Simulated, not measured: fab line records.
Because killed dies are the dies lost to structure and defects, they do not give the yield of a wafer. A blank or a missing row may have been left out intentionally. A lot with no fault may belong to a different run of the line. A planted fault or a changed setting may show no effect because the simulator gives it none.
Chamber matching ; flow gf180mcu ; GF_V5_CMP_26 on cmp-01 has 4 sister chambers
The step polishes, stops on SiO2, t overpolish 15 s, target thk 0 nm. 14 wafers are shown with their chamber, then 7 later ones without.

## WAFERS WITH THEIR CHAMBER
wafer;chamber;motor-current-A (A);overpolish-run-s (s);platen-rpm (rpm)
L656.1;3;8.7;15.026;60.01
L656.2;2;9.4;14.986;60.02
L656.4;1;11.7;14.991;60.00
L657.2;3;8.7;15.005;60.07
L657.4;1;12.0;15.006;60.01
L657.6;0;11.6;15.010;60.01
L658.2;0;11.1;15.002;59.97
L658.4;2;9.6;14.986;60.04
L658.6;0;12.0;14.993;59.99
L659.1;2;9.3;14.994;59.98
L659.2;1;12.0;14.992;60.03
L659.3;0;11.7;14.999;60.01
L660.1;1;11.8;14.990;60.01
L660.5;2;9.4;15.002;60.01

SIGNATURES (averages over the wafers above)
reading;chamber 0;chamber 1;chamber 2;chamber 3;scatter within a chamber
motor-current-A;11.600;11.875;9.425;8.700;0.231
overpolish-run-s;15.00100;14.99475;14.99200;15.01550;0.00847
platen-rpm;59.9950;60.0125;60.0125;60.0400;0.0229
Rule: for each reading, subtract the chamber's mean from the wafer's reading, divide by that reading's scatter and square the result; add these up over the readings and take the root, which gives the wafer's distance from the chamber. The wafer belongs to the nearest chamber; if the next one is less than 2 further off, it can't be placed. The scatter: take each reading less its chamber's mean, square it, sum over the shown wafers, divide by the number of wafers less the number of chambers, and take the root.

## WAFERS WITHOUT THEIR CHAMBER
wafer;motor-current-A (A);overpolish-run-s (s);platen-rpm (rpm)
L660.6;12.1;15.003;60.01
L669.3;12.2;15.002;60.06
L669.4;8.2;15.006;59.99
L669.5;9.2;15.000;59.98
L672.3;9.1;15.003;60.13
L672.5;11.1;15.005;59.94
L672.6;8.7;15.011;60.08

## CHAMBER TAKEN BY EACH
wafer;from the rows above;in truth
L660.6;can't be placed: 1 or 0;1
L669.3;can't be placed: 1 or 0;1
L669.4;3;3
L669.5;can't be placed: 2 or 3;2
L672.3;can't be placed: 3 or 2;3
L672.5;can't be placed: 0 or 1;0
L672.6;3;3
Correct placement for 2 of the 7. Can't be placed from these rows: 5 (the true chamber is among the candidates in 5). Number placed wrongly: 0.
